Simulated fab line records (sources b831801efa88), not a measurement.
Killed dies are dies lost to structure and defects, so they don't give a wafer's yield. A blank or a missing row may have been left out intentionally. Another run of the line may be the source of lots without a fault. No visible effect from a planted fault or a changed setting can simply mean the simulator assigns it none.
fab line records	flow sky130	part 1 of 2: steps 1 to 20 of 32
record lots=5	wafers=15	lastDay=49
route steps=708 shown FIELD_ISO@13 NWELL@32 DNWELL@35
lots with no fault: from the same line, run without faults
startH: start of the lot's first displayed wafer, in hours after the record's first day	waitH: how many hours have passed since the lot's step before this one	" identical to the entry in the row above	L1.1+2: one row covering several wafers at once	- value missing, or start not given	* or withheld: withheld	< > ~ a bound
route shown NAME@n: names a module that has steps shown in the file, with the first one's number in the route	usual: the fault-free wafers' mean and standard deviation	same: alike in all rows	chamber/n: place in a boat	sites: each site's reading	_std_site: the values' standard deviation	_edge_site: mean of outer sites minus mean of inner sites	radiusMm: for every site, how far away it sits from the centre of the wafer	mask NAME#n: copy n	behind: the most recent tool/chamber to have shaped the wafer	hold: cause of the lot's hold/its duration in hours/its outcome	device: the n, p or np transistor that did not switch	end of line: tests run on the same wafers once the route is complete	a step without rows: its recipe alone	killed: the dies lost at the first sort to structure and to defects; this is not the yield of the wafer	map: dies across one wafer; x = killed, . = not, _ = none there
set.NAME: the setting the step ran with; set.NAME@STEP: the setting that earlier step ran with	model.NAME: the simulator's own value behind a step, which no gauge read
lots at selected steps of the route; one table per step, one row per wafer
services: from which hour (startH, from the record's first day; less than 0 if before it) a tool's chamber was out of use, for how many hours, and why
## steps
# step SKY_FIELD_ISO_DEVELOP_12
# recipe developTimeS=60	resist=KrF-thick	devTempC=21
lot.wafer	tool	chamber	startH	waitH
L078.1+3+4	lithoTrack-01	0	-	-
L081.2+3+6	lithoTrack-02	0	-	-
L084.1+2+6	lithoTrack-03	0	-	-
L085.1+3+6	lithoTrack-02	0	-	-
L096.1+4+5	lithoTrack-02	0	-	-
# step SKY_FIELD_ISO_CD_MEAS_13
# recipe targetCdNm=150
# usual cdNm=150.2/1.6
lot.wafer	tool	chamber	startH	waitH	cdNm
L078.1	cdSem-01	-	48.98	-	149.9
L078.3	"	-	"	"	148.1
L078.4	"	-	"	"	149.2
L081.2	cdSem-01	-	63.93	-	152.5
L081.3	"	-	"	"	152.1
L081.6	"	-	"	"	152.9
L084.1	cdSem-01	-	82.64	-	151.3
L084.2	"	-	"	"	151.1
L084.6	"	-	"	"	150.2
L085.1	cdSem-02	-	88.81	-	149.8
L085.3	"	-	"	"	150.6
L085.6	"	-	"	"	149.7
L096.1	cdSem-01	-	142.01	-	149.2
L096.4	"	-	"	"	150.3
L096.5	"	-	"	"	148.4
# step SKY_FIELD_ISO_ETCH_14
# recipe chemistry=N2/H2	target=BARC	ionEnergyEv=200	sourceW=500	biasW=100	pressureMtorr=30	n2FlowSccm=100	h2FlowSccm=200	stopOn=SiO2	timeS=45.9	targetDepthA=600
# usual biasW=100.05/0.28	drypumpMotorCurrentA=5.7/0.52	h2FlowSccm=200.1/0.58	oesProductAu=0.855/0.005	throttleValvePct=13.224/0.0099
lot.wafer	tool	chamber	startH	waitH	biasW	drypumpMotorCurrentA	h2FlowSccm	oesProductAu	rfHoursCounterH	throttleValvePct
L078.1	rieDiel-03	1	49.10	0.1	99.93	6.3	201.4	0.848	44	13.217
L078.3	"	0	"	"	99.98	5.4	199.9	0.857	2	13.212
L078.4	"	3	"	"	100.19	5.6	201.3	0.857	22	13.210
L081.2	rieDiel-04	1	64.03	0.1	100.05	5.4	199.8	0.852	39	13.224
L081.3	"	0	"	"	99.87	4.9	200.8	0.858	98	13.218
L081.6	"	0	"	"	99.57	4.9	200.5	0.845	-	13.225
L084.1	rieDiel-01	3	82.76	0.1	99.87	5.9	199.6	0.852	118	13.215
L084.2	"	0	"	"	100.11	4.8	200.0	0.856	97	13.216
L084.6	"	2	"	"	100.26	6.5	200.6	0.863	-	13.224
L085.1	rieDiel-04	2	88.93	0.1	100.18	5.5	199.2	0.857	73	13.228
L085.3	"	0	"	"	99.86	4.9	199.6	0.853	98	13.231
L085.6	"	1	"	"	99.75	5.4	200.9	0.853	-	13.231
L096.1	rieDiel-04	1	142.13	0.1	100.11	5.4	199.9	0.851	41	13.228
L096.4	"	2	"	"	99.91	5.5	200.6	0.852	74	13.222
L096.5	"	1	"	"	99.82	5.4	199.7	0.860	-	13.228
# step SKY_FIELD_ISO_ETCH_15
# recipe chemistry=CHF3/O2	targetDepthNm=180	stopOn=Si	sourceW=600	biasW=200	pressureMtorr=40	chf3FlowSccm=50	O2_flow_sccm=5	timeS=72
# usual biasW=200.0/0.63	drypumpMotorCurrentA=5.6/0.52	oesProductAu=0.946/0.0073	throttleValvePct=8.843/0.0087
lot.wafer	tool	chamber	startH	waitH	biasW	drypumpMotorCurrentA	oesProductAu	rfHoursCounterH	throttleValvePct
L078.1	rieDiel-03	1	49.14	0.0	200.6	6.3	0.934	44	8.834
L078.3	"	0	"	"	199.5	5.4	0.947	2	8.824
L078.4	"	3	"	"	200.9	5.5	0.942	22	8.847
L081.2	rieDiel-04	1	64.08	0.0	200.6	5.4	0.941	39	8.839
L081.3	"	0	"	"	200.5	4.9	0.941	98	8.843
L081.6	"	0	"	"	199.4	4.9	0.932	-	8.834
L084.1	rieDiel-01	3	82.80	0.0	200.2	5.9	0.941	118	8.851
L084.2	"	0	"	"	200.8	4.8	0.938	97	8.833
L084.6	"	2	"	"	199.8	6.5	0.947	-	8.830
L085.1	rieDiel-04	2	88.98	0.0	199.9	5.5	0.948	73	8.841
L085.3	"	0	"	"	199.1	4.9	0.947	98	8.854
L085.6	"	1	"	"	201.0	5.4	0.944	-	8.848
L096.1	rieDiel-04	1	142.17	0.0	199.3	5.4	0.943	41	8.838
L096.4	"	2	"	"	200.4	5.5	0.944	74	8.848
L096.5	"	1	"	"	199.8	5.4	0.954	-	8.857
# step SKY_FIELD_ISO_STRIP_16
# recipe chemistry=O2/N2	powerW=1400	pressureMtorr=1500	platenTempC=withheld	o2FlowSccm=3000	n2FlowSccm=300	overashFraction=0.5
# usual drypumpMotorCurrentA=5.8/0.45	o2FlowSccm=3002/8.6	oesProductAu=0.378/0.0048	stripTimeToEndpointS=3.544/0.025
lot.wafer	tool	chamber	startH	waitH	drypumpMotorCurrentA	o2FlowSccm	oesProductAu	rfHoursCounterH	stripTimeToEndpointS
L078.1	plasmaAsher-03	0	49.20	0.0	5.4	3000	0.377	38	3.543
L078.3	"	0	"	"	5.4	3002	0.375	-	3.531
L078.4	"	1	"	"	6.6	2999	0.376	-	3.526
L081.2	plasmaAsher-01	0	64.13	0.0	5.5	2989	0.378	39	3.538
L081.3	"	0	"	"	5.6	2995	0.379	-	3.512
L081.6	"	1	"	"	6.0	3005	0.371	-	3.491
L084.1	plasmaAsher-03	0	82.86	0.0	5.4	3004	0.386	41	3.530
L084.2	"	1	"	"	6.6	2991	0.377	41	3.516
L084.6	"	0	"	"	5.4	3001	0.377	-	3.532
L085.1	plasmaAsher-04	0	89.03	0.0	5.3	3012	0.387	30	3.572
L085.3	"	0	"	"	5.3	3008	0.379	-	3.581
L085.6	"	1	"	"	5.8	3000	0.381	-	3.583
L096.1	plasmaAsher-04	0	142.23	0.0	5.3	3004	0.376	36	3.554
L096.4	"	0	"	"	5.3	2996	0.379	-	3.546
L096.5	"	0	"	"	5.3	2990	0.383	-	3.570
# step SKY_FIELD_ISO_ETCH_17
# recipe targetDepthA=3420	maskMaterial=Si3N4	chemistry=HBr/Cl2/O2	target=Si	taperDeg=5	icpW=600	biasW=150	pressureMtorr=15	HBr_flow_sccm=150	Cl2_flow_sccm=40	O2_flow_sccm=6	timeS=97.7
# usual biasW=150.1/0.45	drypumpMotorCurrentA=5.6/0.34	oesProductAu=1.000/0.008	throttleValvePct=25.655/0.01
lot.wafer	tool	chamber	startH	waitH	biasW	drypumpMotorCurrentA	oesProductAu	rfHoursCounterH	throttleValvePct
L078.1	rieSi-02	3	49.30	0.1	149.8	5.9	1.005	74	25.643
L078.3	"	1	"	"	150.4	5.0	1.012	4	25.647
L078.4	"	0	"	"	150.0	6.4	1.008	2	25.652
L081.2	rieSi-02	3	64.23	0.1	149.5	5.9	1.005	74	25.644
L081.3	"	1	"	"	150.3	5.1	1.010	4	25.659
L081.6	"	0	"	"	149.8	6.4	0.990	-	25.662
L084.1	rieSi-01	0	82.96	0.1	150.7	5.4	0.989	55	25.654
L084.2	"	3	"	"	149.3	5.7	0.999	49	25.651
L084.6	"	1	"	"	150.4	5.6	0.996	-	25.661
L085.1	rieSi-01	2	89.13	0.1	150.0	5.7	1.007	3	25.662
L085.3	"	3	"	"	149.1	5.7	1.001	49	25.661
L085.6	"	0	"	"	149.4	5.4	1.005	-	25.643
L096.1	rieSi-02	3	142.33	0.1	150.3	5.9	1.002	75	25.650
L096.4	"	1	"	"	149.2	5.0	1.000	5	25.656
L096.5	"	1	"	"	150.2	5.0	1.012	-	25.651
# step SKY_FIELD_ISO_WET_ETCH_18
# recipe chemistry=H3PO4	targetDepthNm=25	tempC=160	target=Si3N4	timeS=286
# usual bathHeatDutyPct=28/3	tempC=159.99/0.14
lot.wafer	tool	chamber	startH	waitH	bathHeatDutyPct	tempC
L078.1	wetBench-04	3	49.37	0.0	26	160.02
L078.3	"	3	"	"	26	160.13
L078.4	"	3	"	"	25	159.96
L081.2	wetBench-01	3	64.30	0.0	26	160.16
L081.3	"	3	"	"	23	160.31
L081.6	"	3	"	"	25	159.91
L084.1	wetBench-03	3	83.03	0.0	29	160.00
L084.2	"	3	"	"	27	159.95
L084.6	"	3	"	"	27	159.86
L085.1	wetBench-01	2	89.20	0.0	28	159.96
L085.3	"	2	"	"	28	159.72
L085.6	"	2	"	"	27	159.99
L096.1	wetBench-04	2	142.40	0.0	32	159.84
L096.4	"	2	"	"	32	159.96
L096.5	"	2	"	"	31	160.10
# step SKY_FIELD_ISO_CLEAN_19
# recipe chemistry=SC1/SC2	mix=1:4:20	tempC=70	timeS=150
# usual bathHeatDutyPct=14.2/1.6	tempC=70.02/0.096
lot.wafer	tool	chamber	startH	waitH	bathHeatDutyPct	tempC
L078.1	wetBench-03	0	49.46	0.0	16.3	69.75
L078.3	"	0	"	"	16.9	69.90
L078.4	"	0	"	"	15.5	69.92
L081.2	wetBench-03	3	64.39	0.0	14.4	70.00
L081.3	"	3	"	"	14.6	69.76
L081.6	"	3	"	"	14.2	70.04
L084.1	wetBench-01	2	83.12	0.0	14.5	70.09
L084.2	"	2	"	"	14.2	69.86
L084.6	"	2	"	"	12.3	70.15
L085.1	wetBench-04	3	89.31	0.0	14.0	70.13
L085.3	"	3	"	"	13.3	70.09
L085.6	"	3	"	"	13.9	70.01
L096.1	wetBench-03	3	142.51	0.0	14.2	70.00
L096.4	"	3	"	"	14.8	69.90
L096.5	"	3	"	"	13.6	70.14
# step SKY_FIELD_ISO_CLEAN_20
# recipe chemistry=dHF	timeS=20	dilution=100:1
lot.wafer	tool	chamber	startH	waitH
L078.1+3+4	wetBench-04	2	49.52	0.0
L081.2+3+6	wetBench-04	2	64.44	0.0
L084.1+2+6	wetBench-03	0	83.18	0.0
L085.1+3+6	wetBench-03	2	89.36	0.0
L096.1+4+5	wetBench-01	3	142.56	0.0
# step SKY_FIELD_ISO_WET_ETCH_21
# recipe chemistry=dHF	dilution=100:1	targetDepthNm=20	dry=ipaMarangoni	target=SiO2	tempC=25	timeS=400
# usual bathHeatDutyPct=6.7/0.89	tempC=24.99/0.11
lot.wafer	tool	chamber	startH	waitH	bathHeatDutyPct	tempC
L078.1	wetBench-03	1	49.54	0.0	6.9	25.19
L078.3	"	1	"	"	6.9	24.86
L078.4	"	1	"	"	5.8	24.99
L081.2	wetBench-01	3	64.46	0.0	5.5	24.98
L081.3	"	3	"	"	4.5	25.08
L081.6	"	3	"	"	5.0	25.08
L084.1	wetBench-04	3	83.19	0.0	7.0	25.15
L084.2	"	3	"	"	5.4	25.06
L084.6	"	3	"	"	5.9	25.17
L085.1	wetBench-01	3	89.37	0.0	6.1	25.08
L085.3	"	3	"	"	5.1	24.95
L085.6	"	3	"	"	6.0	25.13
L096.1	wetBench-04	3	142.57	0.0	6.5	24.88
L096.4	"	3	"	"	5.6	24.89
L096.5	"	3	"	"	6.4	24.99
# step SKY_FIELD_ISO_OXIDATION_22
# recipe tempC=950	ambient=O2	stabiliseS=600	purgeS=300	targetThkA=100	oxTimeS=623
# usual oxTempCMax=954.4/2.1	spikeTcBottomC=969/4.4	zonePowerBottomPct=29.3/0.88
lot.wafer	tool	chamber	startH	waitH	oxTempCMax	spikeTcBottomC	zonePowerBottomPct
L078.1	furnace-01	0	50.61	0.9	952.4	967	30.2
L078.3	"	0	"	"	952.6	965	29.5
L078.4	"	0	"	"	952.3	964	30.0
L081.2	furnace-01	0	66.53	2.0	952.8	966	29.9
L081.3	"	0	"	"	952.2	966	30.0
L081.6	"	0	"	"	954.5	966	30.0
L084.1	furnace-01	0	83.31	0.0	952.9	966	30.0
L084.2	"	0	"	"	953.0	967	30.2
L084.6	"	0	"	"	952.6	967	29.8
L085.1	furnace-02	0	90.88	1.4	955.2	974	28.1
L085.3	"	0	"	"	957.3	974	28.2
L085.6	"	0	"	"	956.2	973	28.5
L096.1	furnace-01	0	142.71	0.0	952.6	964	29.7
L096.4	"	0	"	"	952.2	964	29.7
L096.5	"	0	"	"	953.8	966	29.8
# step SKY_FIELD_ISO_THK_MEAS_23
# recipe reads=SiO2_of_FIELD_ISO_OXIDATION_22
# usual FIELD_ISO_OXIDATION_01_THK=9.93/0.22
lot.wafer	tool	chamber	startH	waitH	FIELD_ISO_OXIDATION_01_THK[nm]
L078.1	filmMetro-02	-	51.78	0.0	9.56
L078.3	"	-	"	"	9.51
L078.4	"	-	"	"	9.67
L081.2	filmMetro-01	-	67.72	0.0	10.09
L081.3	"	-	"	"	10.13
L081.6	"	-	"	"	10.04
L084.1	filmMetro-03	-	84.48	0.0	9.94
L084.2	"	-	"	"	9.86
L084.6	"	-	"	"	9.91
L085.1	filmMetro-01	-	92.05	0.0	9.93
L085.3	"	-	"	"	9.75
L085.6	"	-	"	"	9.79
L096.1	filmMetro-02	-	143.89	0.0	10.16
L096.4	"	-	"	"	10.25
L096.5	"	-	"	"	10.08
# step SKY_FIELD_ISO_CVD_24
# recipe material=SiO2	targetThkNm=595	tempC=650	sigmaOpenFrac=0.3	timeS=99.2	sih4FlowSccm=60	pressureMtorr=6
# usual susceptorTempC=649.98/0.29
lot.wafer	tool	chamber	startH	waitH	susceptorTempC
L078.1	hdpcvd-01	0	51.84	0.1	649.59
L078.3	"	1	"	"	649.82
L078.4	"	0	"	"	649.65
L081.2	hdpcvd-01	0	67.77	0.0	649.60
L081.3	"	2	"	"	650.65
L081.6	"	1	"	"	649.95
L084.1	hdpcvd-01	2	84.54	0.1	650.38
L084.2	"	0	"	"	650.26
L084.6	"	0	"	"	650.38
L085.1	hdpcvd-02	0	92.11	0.1	649.76
L085.3	"	1	"	"	650.23
L085.6	"	0	"	"	649.48
L096.1	hdpcvd-01	0	143.95	0.1	650.13
L096.4	"	1	"	"	649.99
L096.5	"	0	"	"	650.04
# step SKY_FIELD_ISO_THK_MEAS_25
# recipe reads=SiO2_of_FIELD_ISO_CVD_24
# usual FIELD_ISO_CVD_24_THK=596/4.3
lot.wafer	tool	chamber	startH	waitH	FIELD_ISO_CVD_24_THK[nm]
L078.1	filmMetro-01	-	51.91	0.0	593
L078.3	"	-	"	"	599
L078.4	"	-	"	"	590
L081.2	filmMetro-03	-	67.85	0.0	599
L081.3	"	-	"	"	590
L081.6	"	-	"	"	600
L084.1	filmMetro-01	-	84.61	0.0	594
L084.2	"	-	"	"	602
L084.6	"	-	"	"	598
L085.1	filmMetro-01	-	92.22	0.1	597
L085.3	"	-	"	"	603
L085.6	"	-	"	"	605
L096.1	filmMetro-01	-	144.02	0.0	598
L096.4	"	-	"	"	598
L096.5	"	-	"	"	592
# step SKY_FIELD_ISO_ANNEAL_26
# recipe tempC=1000	timeS=1800	ambient=N2
# usual spikeTcBottomC=1021/4.6	zonePowerBottomPct=32.4/1
lot.wafer	tool	chamber	startH	waitH	spikeTcBottomC	zonePowerBottomPct
L078.1	furnace-01	0	53.28	1.4	1014	33.5
L078.3	"	0	"	"	1017	33.6
L078.4	"	0	"	"	1016	33.5
L081.2	furnace-01	0	69.22	1.4	1016	33.4
L081.3	"	0	"	"	1015	33.3
L081.6	"	0	"	"	1015	33.5
L084.1	furnace-02	0	84.67	0.1	1024	31.9
L084.2	"	0	"	"	1025	31.7
L084.6	"	0	"	"	1025	31.5
L085.1	furnace-02	0	92.28	0.1	1024	32.0
L085.3	"	0	"	"	1025	31.9
L085.6	"	0	"	"	1024	31.1
L096.1	furnace-01	0	144.08	0.1	1014	33.5
L096.4	"	0	"	"	1015	33.7
L096.5	"	0	"	"	1016	34.0
# step SKY_FIELD_ISO_CMP_27
# recipe stopOn=Si3N4	tOverpolishS=16	downForcePsi=4	platenRpm=60	targetThkNm=457.8	padVelocityMS=0.94248
# usual headPressurePsi=4.000/0.0077	motorCurrentA=12.2/1.8	overpolishRunS=16.000/0.009	timeToEndpointS=115/3.7
# same tOverpolishS=16
lot.wafer	tool	chamber	startH	waitH	headPressurePsi	motorCurrentA	overpolishRunS	timeToEndpointS
L078.4	cmp-01	2	54.78	0.0	4.022	11.2	16.013	114
L078.3	"	0	"	"	4.000	10.4	16.003	113
L078.1	"	1	"	"	4.013	11.7	16.024	117
L081.2	cmp-01	1	70.72	0.0	3.996	12.0	15.993	123
L081.3	"	3	"	"	3.990	15.7	16.000	116
L081.6	"	1	"	"	3.993	12.2	16.018	122
L084.1	cmp-01	3	87.63	1.5	3.994	15.7	15.997	116
L084.2	"	0	"	"	3.999	10.0	15.989	117
L084.6	"	3	"	"	3.991	15.9	16.004	120
L085.1	cmp-01	0	96.06	2.3	4.004	10.0	15.994	114
L085.3	"	3	"	"	3.990	15.3	15.996	116
L085.6	"	1	"	"	3.993	12.0	15.999	115
L096.4	cmp-01	3	145.63	0.1	4.003	15.1	16.004	109
L096.1	"	1	"	"	3.993	11.9	15.988	118
L096.5	"	2	"	"	4.003	11.4	16.000	113
# step SKY_FIELD_ISO_WET_ETCH_28
# recipe chemistry=dHF	targetDepthNm=23.7	target=SiO2	dilution=10:1	tempC=25	timeS=47
# usual bathHeatDutyPct=6.5/0.85	tempC=25.00/0.1
lot.wafer	tool	chamber	startH	waitH	bathHeatDutyPct	tempC
L078.1	wetBench-01	3	55.08	0.1	6.0	25.01
L078.3	"	3	"	"	5.7	25.05
L078.4	"	3	"	"	5.7	24.88
L081.2	wetBench-03	3	71.02	0.2	5.2	25.00
L081.3	"	3	"	"	6.5	24.98
L081.6	"	3	"	"	6.4	25.07
L084.1	wetBench-03	3	87.93	0.2	6.2	25.04
L084.2	"	3	"	"	6.8	24.97
L084.6	"	3	"	"	6.8	25.01
L085.1	wetBench-01	3	96.36	0.2	5.7	24.92
L085.3	"	3	"	"	5.6	25.01
L085.6	"	3	"	"	6.2	25.02
L096.1	wetBench-01	3	145.88	0.1	5.3	24.96
L096.4	"	3	"	"	6.6	24.96
L096.5	"	3	"	"	6.2	24.94
# step SKY_FIELD_ISO_WET_ETCH_29
# recipe chemistry=H3PO4	targetDepthNm=160	target=Si3N4	tempC=160	timeS=1825
# usual bathHeatDutyPct=28.5/2.8	tempC=160.05/0.16
lot.wafer	tool	chamber	startH	waitH	bathHeatDutyPct	tempC
L078.1	wetBench-04	3	55.10	0.0	27.1	160.03
L078.3	"	3	"	"	26.6	159.95
L078.4	"	3	"	"	26.6	160.01
L081.2	wetBench-01	2	71.04	0.0	28.5	159.93
L081.3	"	2	"	"	25.8	159.94
L081.6	"	2	"	"	27.1	160.24
L084.1	wetBench-04	3	87.95	0.0	28.3	159.78
L084.2	"	3	"	"	27.2	159.84
L084.6	"	3	"	"	28.2	159.97
L085.1	wetBench-04	3	96.38	0.0	25.4	159.73
L085.3	"	3	"	"	27.6	159.99
L085.6	"	3	"	"	27.4	160.07
L096.1	wetBench-03	0	145.90	0.0	33.8	159.86
L096.4	"	0	"	"	34.0	160.16
L096.5	"	0	"	"	32.9	159.98
# step SKY_FIELD_ISO_WET_ETCH_30
# recipe chemistry=dHF	targetDepthNm=25	target=SiO2	dilution=10:1	tempC=25	timeS=50
# usual bathHeatDutyPct=6.7/0.76	tempC=24.98/0.1
lot.wafer	tool	chamber	startH	waitH	bathHeatDutyPct	tempC
L078.1	wetBench-03	2	55.67	0.0	7.4	24.93
L078.3	"	2	"	"	6.4	24.96
L078.4	"	2	"	"	6.9	24.94
L081.2	wetBench-04	1	71.56	0.0	5.1	24.96
L081.3	"	1	"	"	6.1	25.05
L081.6	"	1	"	"	5.3	24.99
L084.1	wetBench-01	1	88.47	0.0	7.2	25.18
L084.2	"	1	"	"	5.9	25.08
L084.6	"	1	"	"	6.5	25.14
L085.1	wetBench-01	1	96.94	0.0	7.4	24.87
L085.3	"	1	"	"	6.5	24.90
L085.6	"	1	"	"	6.3	24.85
L096.1	wetBench-01	0	146.41	0.0	5.0	25.00
L096.4	"	0	"	"	6.4	25.17
L096.5	"	0	"	"	6.8	25.06
# step SKY_NWELL_CLEAN_00
# recipe chemistry=SC1/SC2	mix=1:4:20	tempC=70	timeS=150	dry=n2Spin
# usual bathHeatDutyPct=13.7/1.6	tempC=70.00/0.13
lot.wafer	tool	chamber	startH	waitH	bathHeatDutyPct	tempC
L078.1	wetBench-04	3	55.69	0.0	13.4	69.80
L078.3	"	3	"	"	13.3	69.94
L078.4	"	3	"	"	12.9	69.88
L081.2	wetBench-03	2	71.58	0.0	15.2	69.97
L081.3	"	2	"	"	15.4	69.91
L081.6	"	2	"	"	14.6	69.83
L084.1	wetBench-03	1	88.49	0.0	14.4	69.96
L084.2	"	1	"	"	14.4	69.84
L084.6	"	1	"	"	14.3	70.11
L085.1	wetBench-03	3	96.97	0.0	13.4	69.87
L085.3	"	3	"	"	14.0	69.98
L085.6	"	3	"	"	15.0	69.96
L096.1	wetBench-04	1	146.44	0.0	11.9	69.83
L096.4	"	1	"	"	11.2	70.06
L096.5	"	1	"	"	12.5	70.01
